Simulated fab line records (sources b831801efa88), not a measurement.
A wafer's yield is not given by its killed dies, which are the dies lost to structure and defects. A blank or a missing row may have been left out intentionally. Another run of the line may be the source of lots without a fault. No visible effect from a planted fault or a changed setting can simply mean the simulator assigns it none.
fab line records	flow sky130
[record] lots = 24	wafers = 72	last-day = 50
route steps=708 shown SD_P@330 LI_CONTACT@375 CONTACT@406 METAL4@598
lots with no fault: from the same line, run without faults
start-h: hours from the record's opening day to when the first of the lot's shown wafers began	wait-h: hours from the lot's prior step to this one	" as in the row above	L1.1+2: a single row standing in for several wafers	- either no value or no given start	* or withheld: withheld	< > ~ a bound
route shown NAME@n: a module of which the file shows steps, and the number in the route of the first	usual: mean and standard deviation over wafers with no fault	same: alike in all rows	chamber/n: place in a boat	sites: per-site readings	_std_site: the standard deviation of these	_edge_site: the outer-site mean with the inner-site mean subtracted	radius-mm: how far each site lies from the wafer's centre	mask NAME#n: copy n	behind: tool/chamber where the wafer was last shaped	hold: what put the lot on hold/how long, in hours/how the hold closed	device: names the non-switching transistor (n, p or np)	end of line: tests of these same wafers at the route's end	a step with no rows: only its recipe	killed: the dies lost at the first sort to structure and to defects; this is not the yield of the wafer	map: a wafer's dies, x killed, . not, _ none there
set.NAME: the setting as run; set.NAME@STEP: as run at that earlier step	model.NAME: the simulator's own value behind a step, which no gauge read
the route's steps for a sample of lots (tables are steps, rows are wafers)
services: a tool's chamber out of use, with start hour (start-h, from the record's first day; less than 0 if before it), hours out, and reason
[[steps]]
[step SKY_SD_P_STRIP_10]
[recipe] chemistry = O2/N2	power-w = 1400	pressure-mtorr = 1500	platen-temp-c = withheld	o2-flow-sccm = 3000	n2-flow-sccm = 300	overash-fraction = 0.5
[usual] drypump-motor-current-A = 5.6/0.47	oes-product-au = 0.618/0.0045	strip-time-to-endpoint-s = 17.50/0.048
lot.wafer	tool	chamber	start-h	wait-h	drypump-motor-current-A	oes-product-au	rf-hours-counter-h	strip-time-to-endpoint-s
L074.1	plasma-asher-01	1	574.97	0.1	5.8	0.614	46	17.43
L074.4	"	0	"	"	5.0	0.618	-	17.39
L074.5	"	0	"	"	5.0	0.614	-	17.41
L075.4	plasma-asher-01	1	576.33	0.1	5.8	0.616	-	17.53
L075.5	"	0	"	"	5.0	0.616	-	17.54
L075.6	"	1	"	"	5.8	0.624	-	17.50
L076.2	plasma-asher-01	0	593.52	0.1	5.0	0.618	48	17.56
L076.4	"	0	"	"	5.0	0.620	-	17.59
L076.6	"	1	"	"	5.8	0.614	-	17.62
L077.2	plasma-asher-01	0	599.67	0.1	5.0	0.625	49	17.53
L077.3	"	0	"	"	5.0	0.614	-	17.56
L077.4	"	1	"	"	5.8	0.614	-	17.55
L078.1	plasma-asher-02	1	606.17	0.1	5.7	0.622	80	17.55
L078.2	"	0	"	"	6.4	0.609	80	17.54
L078.6	"	0	"	"	6.4	0.617	-	17.56
L079.1	plasma-asher-02	1	626.56	0.1	5.7	0.623	82	17.37
L079.3	"	0	"	"	6.4	0.615	-	17.43
L079.6	"	0	"	"	6.4	0.617	-	17.46
L080.1	plasma-asher-01	1	634.57	0.1	5.7	0.614	52	17.45
L080.3	"	0	"	"	5.0	0.612	-	17.42
L080.4	"	1	"	"	5.7	0.623	-	17.49
L081.2	plasma-asher-03	1	638.32	0.1	5.7	0.615	20	17.46
L081.3	"	0	"	"	5.0	0.615	-	17.47
L081.6	"	1	"	"	5.7	0.622	-	17.46
L082.1	plasma-asher-02	1	650.67	0.1	5.7	0.611	85	17.53
L082.2	"	0	"	"	6.4	0.612	85	17.50
L082.3	"	1	"	"	5.7	0.616	-	17.50
L083.1	plasma-asher-01	1	653.54	0.1	5.8	0.620	54	17.42
L083.3	"	0	"	"	5.0	0.625	-	17.47
L083.6	"	1	"	"	5.8	0.617	-	17.40
L084.1	plasma-asher-03	1	670.37	0.1	5.7	0.616	22	17.53
L084.3	"	1	"	"	5.7	0.621	-	17.57
L084.6	"	0	"	"	5.0	0.622	-	17.55
L086.2	plasma-asher-02	1	679.27	0.1	5.7	0.615	87	17.42
L086.3	"	0	"	"	6.3	0.615	-	17.45
L086.5	"	1	"	"	5.7	0.625	-	17.48
L085.1	plasma-asher-01	0	683.35	0.1	5.0	0.614	58	17.48
L085.5	"	0	"	"	5.0	0.619	-	17.50
L085.6	"	1	"	"	5.8	0.613	-	17.50
L087.1	plasma-asher-01	0	691.27	0.1	5.0	0.626	58	17.55
L087.4	"	0	"	"	4.9	0.624	-	17.44
L087.6	"	0	"	"	5.0	0.618	-	17.47
L088.4	plasma-asher-02	1	704.48	0.1	5.7	0.625	-	17.59
L088.5	"	1	"	"	5.7	0.617	-	17.59
L088.6	"	0	"	"	6.4	0.622	-	17.57
L089.1	plasma-asher-02	0	707.27	0.1	6.3	0.612	90	17.56
L089.3	"	0	"	"	6.3	0.619	-	17.48
L089.6	"	0	"	"	6.4	0.608	-	17.51
L090.1	plasma-asher-03	1	713.72	0.1	5.8	0.616	27	17.52
L090.2	"	0	"	"	5.1	0.623	27	17.48
L090.5	"	0	"	"	5.1	0.626	-	17.47
L091.1	plasma-asher-01	0	720.54	0.1	5.0	0.624	61	17.51
L091.3	"	0	"	"	4.9	0.619	-	17.51
L091.6	"	0	"	"	5.0	0.616	-	17.55
L092.2	plasma-asher-01	1	729.19	0.1	5.7	0.618	62	17.49
L092.4	"	1	"	"	5.7	0.620	-	17.45
L092.6	"	1	"	"	5.8	0.614	-	17.47
L093.2	plasma-asher-01	0	780.04	0.1	5.0	0.615	66	17.47
L093.4	"	0	"	"	5.0	0.611	-	17.52
L093.6	"	1	"	"	5.8	0.619	-	17.51
L097.1	plasma-asher-02	1	780.69	0.1	5.7	0.619	99	17.50
L097.5	"	1	"	"	5.7	0.618	-	17.46
L097.6	"	0	"	"	6.4	0.612	-	17.46
L094.2	plasma-asher-03	1	784.32	0.1	5.7	0.619	35	17.50
L094.3	"	0	"	"	5.0	0.620	-	17.51
L094.4	"	1	"	"	5.7	0.619	-	17.50
L096.1	plasma-asher-03	1	784.77	0.1	5.7	0.623	35	17.54
L096.2	"	0	"	"	5.1	0.616	35	17.47
L096.5	"	1	"	"	5.7	0.619	-	17.48
L095.1	plasma-asher-01	1	787.42	0.1	5.8	0.619	67	17.47
L095.3	"	1	"	"	5.8	0.614	-	17.48
L095.5	"	1	"	"	5.8	0.619	-	17.45
[step SKY_LI_CONTACT_OVL_MEAS_13]
[usual] LI_CONTACT_OVL = 1/5
lot.wafer	tool	chamber	start-h	wait-h	LI_CONTACT_OVL[nm]
L074.1	overlay-01	-	663.06	0.1	-3
L074.4	"	-	"	"	-1
L074.5	"	-	"	"	-1
L075.4	overlay-01	-	665.13	0.1	3
L075.5	"	-	"	"	14
L075.6	"	-	"	"	-4
L076.2	overlay-02	-	680.44	0.1	-8
L076.4	"	-	"	"	-4
L076.6	"	-	"	"	-1
L077.2	overlay-02	-	687.81	0.1	7
L077.3	"	-	"	"	2
L077.4	"	-	"	"	4
L078.1	overlay-01	-	694.46	0.1	4
L078.2	"	-	"	"	1
L078.6	"	-	"	"	1
L079.1	overlay-01	-	714.36	0.1	-9
L079.3	"	-	"	"	-1
L079.6	"	-	"	"	0
L080.1	overlay-02	-	721.65	0.1	-3
L080.3	"	-	"	"	-2
L080.4	"	-	"	"	3
L081.2	overlay-01	-	724.15	0.1	1
L081.3	"	-	"	"	3
L081.6	"	-	"	"	5
L082.1	overlay-02	-	737.23	0.1	-9
L082.2	"	-	"	"	-5
L082.3	"	-	"	"	1
L083.1	overlay-02	-	740.23	0.1	-7
L083.3	"	-	"	"	-1
L083.6	"	-	"	"	-7
L084.1	overlay-01	-	755.15	0.1	2
L084.3	"	-	"	"	7
L084.6	"	-	"	"	9
L086.2	overlay-02	-	763.11	0.1	4
L086.3	"	-	"	"	10
L086.5	"	-	"	"	-2
L085.1	overlay-02	-	766.90	0.1	3
L085.5	"	-	"	"	-1
L085.6	"	-	"	"	-5
L087.1	overlay-01	-	775.66	0.1	3
L087.4	"	-	"	"	0
L087.6	"	-	"	"	4
L088.4	overlay-01	-	787.95	0.1	6
L088.5	"	-	"	"	10
L088.6	"	-	"	"	7
L089.1	overlay-01	-	790.20	0.1	5
L089.3	"	-	"	"	-3
L089.6	"	-	"	"	3
L090.1	overlay-01	-	796.53	0.1	-2
L090.2	"	-	"	"	1
L090.5	"	-	"	"	-5
L091.1	overlay-01	-	802.25	0.1	1
L091.3	"	-	"	"	5
L091.6	"	-	"	"	3
L092.2	overlay-01	-	811.40	0.1	7
L092.4	"	-	"	"	2
L092.6	"	-	"	"	-1
L093.2	overlay-02	-	861.14	0.1	2
L093.4	"	-	"	"	-2
L093.6	"	-	"	"	-5
L097.1	overlay-02	-	861.31	0.1	5
L097.5	"	-	"	"	2
L097.6	"	-	"	"	4
L094.2	overlay-01	-	864.30	0.1	-2
L094.3	"	-	"	"	2
L094.4	"	-	"	"	6
L096.1	overlay-01	-	865.96	0.1	1
L096.2	"	-	"	"	-1
L096.5	"	-	"	"	5
L095.1	overlay-01	-	868.78	0.1	-7
L095.3	"	-	"	"	-5
L095.5	"	-	"	"	4
[step SKY_LI_CONTACT_THK_MEAS_23]
[recipe] thk-meas-gauge = xrf	reads = W_of_LI_CONTACT_CVD_21
[usual] LI_CONTACT_W_THK = 405/8.7
lot.wafer	tool	chamber	start-h	wait-h	LI_CONTACT_W_THK[nm]
L074.1	film-metro-02	-	663.90	0.1	408
L074.4	"	-	"	"	408
L074.5	"	-	"	"	403
L075.4	film-metro-01	-	665.98	0.1	408
L075.5	"	-	"	"	411
L075.6	"	-	"	"	408
L076.2	film-metro-04	-	681.28	0.1	404
L076.4	"	-	"	"	398
L076.6	"	-	"	"	407
L077.2	film-metro-02	-	688.66	0.1	418
L077.3	"	-	"	"	419
L077.4	"	-	"	"	424
L078.1	film-metro-01	-	695.67	0.1	408
L078.2	"	-	"	"	405
L078.6	"	-	"	"	405
L079.1	film-metro-04	-	715.21	0.1	391
L079.3	"	-	"	"	390
L079.6	"	-	"	"	402
L080.1	film-metro-04	-	722.49	0.1	397
L080.3	"	-	"	"	395
L080.4	"	-	"	"	404
L081.2	film-metro-02	-	725.00	0.1	404
L081.3	"	-	"	"	402
L081.6	"	-	"	"	412
L082.1	film-metro-04	-	738.09	0.1	395
L082.2	"	-	"	"	395
L082.3	"	-	"	"	398
L083.1	film-metro-04	-	741.10	0.1	395
L083.3	"	-	"	"	395
L083.6	"	-	"	"	396
L084.1	film-metro-02	-	756.00	0.1	414
L084.3	"	-	"	"	404
L084.6	"	-	"	"	409
L086.2	film-metro-04	-	763.97	0.1	394
L086.3	"	-	"	"	391
L086.5	"	-	"	"	394
L085.1	film-metro-01	-	767.75	0.1	409
L085.5	"	-	"	"	405
L085.6	"	-	"	"	408
L087.1	film-metro-02	-	776.56	0.1	411
L087.4	"	-	"	"	407
L087.6	"	-	"	"	415
L088.4	film-metro-02	-	788.80	0.1	407
L088.5	"	-	"	"	409
L088.6	"	-	"	"	412
L089.1	film-metro-04	-	791.21	0.1	392
L089.3	"	-	"	"	394
L089.6	"	-	"	"	391
L090.1	film-metro-02	-	797.40	0.1	404
L090.2	"	-	"	"	404
L090.5	"	-	"	"	411
L091.1	film-metro-02	-	803.10	0.1	406
L091.3	"	-	"	"	396
L091.6	"	-	"	"	402
L092.2	film-metro-01	-	812.26	0.1	425
L092.4	"	-	"	"	417
L092.6	"	-	"	"	420
L093.2	film-metro-01	-	862.11	0.1	422
L093.4	"	-	"	"	416
L093.6	"	-	"	"	416
L097.1	film-metro-04	-	862.16	0.1	400
L097.5	"	-	"	"	395
L097.6	"	-	"	"	402
L094.2	film-metro-02	-	865.27	0.1	403
L094.3	"	-	"	"	407
L094.4	"	-	"	"	405
L096.1	film-metro-01	-	866.81	0.1	405
L096.2	"	-	"	"	409
L096.5	"	-	"	"	404
L095.1	film-metro-04	-	869.62	0.1	401
L095.3	"	-	"	"	392
L095.5	"	-	"	"	399
[step SKY_CONTACT_CVD_00]
[recipe] material = Si3N4	target-thk-nm = 75	temp-c = 400	time-s = withheld	rf-w = 450
[usual] heater-power-w = 742/86
lot.wafer	tool	chamber	start-h	wait-h	heater-power-w
L074.1	pecvd-04	1	694.61	0.0	842
L074.4	"	1	"	"	827
L074.5	"	2	"	"	758
L075.4	pecvd-03	1	696.87	0.0	694
L075.5	"	0	"	"	897
L075.6	"	2	"	"	790
L076.2	pecvd-03	2	710.92	0.0	815
L076.4	"	2	"	"	806
L076.6	"	0	"	"	926
L077.2	pecvd-04	2	717.66	0.0	725
L077.3	"	1	"	"	868
L077.4	"	1	"	"	858
L078.1	pecvd-03	2	724.78	0.0	790
L078.2	"	0	"	"	866
L078.6	"	2	"	"	785
L079.1	pecvd-03	2	743.38	0.0	805
L079.3	"	1	"	"	744
L079.6	"	0	"	"	868
L080.1	pecvd-03	0	751.46	0.0	884
L080.3	"	1	"	"	687
L080.4	"	1	"	"	708
L081.2	pecvd-04	0	753.53	0.0	698
L081.3	"	1	"	"	723
L081.6	"	0	"	"	684
L082.1	pecvd-04	0	767.18	0.0	846
L082.2	"	1	"	"	716
L082.3	"	2	"	"	705
L083.1	pecvd-01	1	769.34	0.0	723
L083.3	"	0	"	"	745
L083.6	"	2	"	"	573
L084.1	pecvd-03	2	784.85	0.0	704
L084.3	"	1	"	"	643
L084.6	"	2	"	"	681
L086.2	pecvd-03	0	792.32	0.0	915
L086.3	"	0	"	"	901
L086.5	"	1	"	"	751
L085.1	pecvd-01	2	795.89	0.0	569
L085.5	"	0	"	"	692
L085.6	"	1	"	"	610
L087.1	pecvd-01	1	804.82	0.0	684
L087.4	"	1	"	"	709
L087.6	"	2	"	"	641
L088.4	pecvd-01	1	816.24	0.0	603
L088.5	"	2	"	"	554
L088.6	"	0	"	"	732
L089.1	pecvd-04	1	818.49	0.0	798
L089.3	"	2	"	"	734
L089.6	"	2	"	"	751
L090.1	pecvd-01	0	825.43	0.0	774
L090.2	"	2	"	"	636
L090.5	"	2	"	"	636
L091.1	pecvd-03	0	831.08	0.0	844
L091.3	"	2	"	"	781
L091.6	"	0	"	"	839
L092.2	pecvd-04	2	840.37	0.0	787
L092.4	"	0	"	"	797
L092.6	"	1	"	"	787
L093.2	pecvd-03	0	888.54	0.0	784
L093.4	"	1	"	"	612
L093.6	"	0	"	"	788
L097.1	pecvd-01	2	889.05	0.0	586
L097.5	"	1	"	"	648
L097.6	"	0	"	"	709
L094.2	pecvd-04	0	892.26	0.0	795
L094.3	"	2	"	"	756
L094.4	"	1	"	"	719
L096.1	pecvd-04	1	893.98	0.0	688
L096.2	"	0	"	"	769
L096.5	"	0	"	"	759
L095.1	pecvd-03	0	896.19	0.0	927
L095.3	"	1	"	"	746
L095.5	"	2	"	"	804
[step SKY_CONTACT_SPUTTER_23]
[recipe] material = TiN	target-thk-nm = 20	chamber-pressure-pa = 5	power-w = 4000	time-s = 80
[usual] throttle-valve-pct = 30.4/1.1
lot.wafer	tool	chamber	start-h	wait-h	throttle-valve-pct
L074.1	pvd-sputter-03	-	723.06	0.0	28.9
L074.4	"	-	"	"	29.6
L074.5	"	-	"	"	29.0
L075.4	pvd-sputter-03	-	725.89	0.0	31.2
L075.5	"	-	"	"	29.4
L075.6	"	-	"	"	31.2
L076.2	pvd-sputter-04	-	739.20	0.0	29.6
L076.4	"	-	"	"	29.4
L076.6	"	-	"	"	29.4
L077.2	pvd-sputter-04	-	746.53	0.0	29.3
L077.3	"	-	"	"	29.7
L077.4	"	-	"	"	32.5
L078.1	pvd-sputter-03	-	753.44	0.0	29.6
L078.2	"	-	"	"	32.0
L078.6	"	-	"	"	28.9
L079.1	pvd-sputter-01	-	772.38	0.0	30.1
L079.3	"	-	"	"	31.1
L079.6	"	-	"	"	29.8
L080.1	pvd-sputter-04	-	780.20	0.0	32.4
L080.3	"	-	"	"	30.7
L080.4	"	-	"	"	29.3
L081.2	pvd-sputter-03	-	781.71	0.0	32.1
L081.3	"	-	"	"	29.5
L081.6	"	-	"	"	29.0
L082.1	pvd-sputter-04	-	795.30	0.0	32.5
L082.2	"	-	"	"	29.7
L082.3	"	-	"	"	29.1
L083.1	pvd-sputter-01	-	797.67	0.0	30.0
L083.3	"	-	"	"	30.9
L083.6	"	-	"	"	30.1
L084.1	pvd-sputter-03	-	812.73	0.0	32.0
L084.3	"	-	"	"	28.8
L084.6	"	-	"	"	29.3
L086.2	pvd-sputter-01	-	819.94	0.0	29.8
L086.3	"	-	"	"	30.8
L086.5	"	-	"	"	29.9
L085.1	pvd-sputter-04	-	823.91	0.0	29.3
L085.5	"	-	"	"	30.5
L085.6	"	-	"	"	32.8
L087.1	pvd-sputter-03	-	832.73	0.0	29.6
L087.4	"	-	"	"	28.7
L087.6	"	-	"	"	29.6
L088.4	pvd-sputter-03	-	843.63	0.0	31.0
L088.5	"	-	"	"	29.6
L088.6	"	-	"	"	31.4
L089.1	pvd-sputter-04	-	846.42	0.0	29.4
L089.3	"	-	"	"	30.5
L089.6	"	-	"	"	29.3
L090.1	pvd-sputter-04	-	853.64	0.0	29.3
L090.2	"	-	"	"	32.7
L090.5	"	-	"	"	32.4
L091.1	pvd-sputter-01	-	859.47	0.0	30.9
L091.3	"	-	"	"	31.2
L091.6	"	-	"	"	29.9
L092.2	pvd-sputter-04	-	868.84	0.0	30.6
L092.4	"	-	"	"	32.5
L092.6	"	-	"	"	30.7
L093.2	pvd-sputter-01	-	916.17	0.0	30.8
L093.4	"	-	"	"	31.0
L093.6	"	-	"	"	30.8
L097.1	pvd-sputter-03	-	916.70	0.0	31.2
L097.5	"	-	"	"	31.1
L097.6	"	-	"	"	29.4
L094.2	pvd-sputter-03	-	918.60	0.0	31.1
L094.3	"	-	"	"	29.7
L094.4	"	-	"	"	32.2
L096.1	pvd-sputter-04	-	920.04	0.0	30.6
L096.2	"	-	"	"	32.6
L096.5	"	-	"	"	32.2
L095.1	pvd-sputter-04	-	922.35	0.0	32.3
L095.3	"	-	"	"	30.2
L095.5	"	-	"	"	29.3
[step SKY_METAL4_SPUTTER_00]
[recipe] material = Ti	target-thk-nm = 15	power-w = 3000	time-s = 10	chamber-pressure-pa = 0.4
[usual] throttle-valve-pct = 30.7/0.99
lot.wafer	tool	chamber	start-h	wait-h	throttle-valve-pct
L074.1	pvd-sputter-01	-	918.57	0.2	30.1
L074.4	"	-	"	"	31.4
L074.5	"	-	"	"	30.9
L075.4	pvd-sputter-03	-	921.75	0.2	29.7
L075.5	"	-	"	"	29.7
L075.6	"	-	"	"	31.4
L076.2	pvd-sputter-01	-	931.72	0.1	30.9
L076.4	"	-	"	"	30.9
L076.6	"	-	"	"	31.0
L077.2	pvd-sputter-04	-	941.34	0.2	32.6
L077.3	"	-	"	"	30.4
L077.4	"	-	"	"	29.6
L078.1	pvd-sputter-04	-	945.79	0.2	32.2
L078.2	"	-	"	"	30.8
L078.6	"	-	"	"	29.7
L079.1	pvd-sputter-01	-	966.03	0.1	31.2
L079.3	"	-	"	"	30.1
L079.6	"	-	"	"	29.7
L080.1	pvd-sputter-01	-	970.72	0.2	30.1
L080.3	"	-	"	"	31.1
L080.4	"	-	"	"	31.3
L081.2	pvd-sputter-04	-	971.78	0.1	30.7
L081.3	"	-	"	"	29.8
L081.6	"	-	"	"	29.4
L082.1	pvd-sputter-01	-	982.28	0.2	29.8
L082.2	"	-	"	"	31.4
L082.3	"	-	"	"	31.1
L083.1	pvd-sputter-03	-	988.78	0.1	32.0
L083.3	"	-	"	"	29.7
L083.6	"	-	"	"	28.9
L084.1	pvd-sputter-03	-	1001.85	0.1	31.3
L084.3	"	-	"	"	29.4
L084.6	"	-	"	"	28.9
L086.2	pvd-sputter-03	-	1006.95	0.1	32.0
L086.3	"	-	"	"	29.5
L086.5	"	-	"	"	29.1
L085.1	pvd-sputter-03	-	1009.78	0.1	31.4
L085.5	"	-	"	"	29.5
L085.6	"	-	"	"	31.9
L087.1	pvd-sputter-03	-	1019.30	0.2	31.8
L087.4	"	-	"	"	31.4
L087.6	"	-	"	"	31.8
L088.4	pvd-sputter-04	-	1027.83	0.1	29.9
L088.5	"	-	"	"	30.9
L088.6	"	-	"	"	32.3
L089.1	pvd-sputter-01	-	1029.33	0.2	31.2
L089.3	"	-	"	"	31.3
L089.6	"	-	"	"	29.6
L090.1	pvd-sputter-03	-	1040.40	0.1	29.1
L090.2	"	-	"	"	31.3
L090.5	"	-	"	"	28.7
L091.1	pvd-sputter-04	-	1041.30	0.2	32.4
L091.3	"	-	"	"	29.5
L091.6	"	-	"	"	32.5
L092.2	pvd-sputter-01	-	1048.62	0.2	30.9
L092.4	"	-	"	"	31.2
L092.6	"	-	"	"	29.9
L093.2	pvd-sputter-01	-	1089.18	0.2	30.9
L093.4	"	-	"	"	31.2
L093.6	"	-	"	"	31.1
L097.1	pvd-sputter-01	-	1090.76	0.1	30.8
L097.5	"	-	"	"	31.3
L097.6	"	-	"	"	30.8
L094.2	pvd-sputter-03	-	1091.64	0.2	32.3
L094.3	"	-	"	"	29.4
L094.4	"	-	"	"	28.6
L096.1	pvd-sputter-01	-	1092.73	0.2	30.7
L096.2	"	-	"	"	31.4
L096.5	"	-	"	"	31.1
L095.1	pvd-sputter-04	-	1094.11	0.1	29.4
L095.3	"	-	"	"	32.3
L095.5	"	-	"	"	32.7
[[services]]
tool	chamber	start-h	hours	kind
pvd-sputter-01	-	552.80	14.6	repair
plasma-asher-01	-	625.81	5.2	repair
pvd-sputter-04	-	689.11	0.8	repair
pvd-sputter-04	-	715.19	2.5	repair
plasma-asher-01	-	735.04	12.5	repair
pecvd-03	2	744.90	3.5	repair
pecvd-03	2	786.54	8.8	repair
pecvd-04	-	820.62	4.3	pm
pecvd-03	2	821.55	8.7	repair
pvd-sputter-03	-	839.46	1.6	repair
pvd-sputter-04	-	847.50	3.9	repair
pecvd-03	-	847.67	2.8	pm
pvd-sputter-04	-	849.71	3.3	repair
pecvd-03	1	864.90	5.5	repair
pvd-sputter-04	-	869.93	10.5	repair
pecvd-04	-	876.51	2.8	pm
plasma-asher-01	-	878.16	2.8	repair
pvd-sputter-04	-	929.95	3.3	repair
pvd-sputter-01	-	932.81	21.8	repair
pvd-sputter-01	-	939.83	9.2	repair
plasma-asher-01	-	952.51	1.2	repair
plasma-asher-01	-	1032.25	99.9	repair
pvd-sputter-01	-	1032.25	1.9	repair
pvd-sputter-04	-	1066.95	3.3	repair
[[key]]
fault none
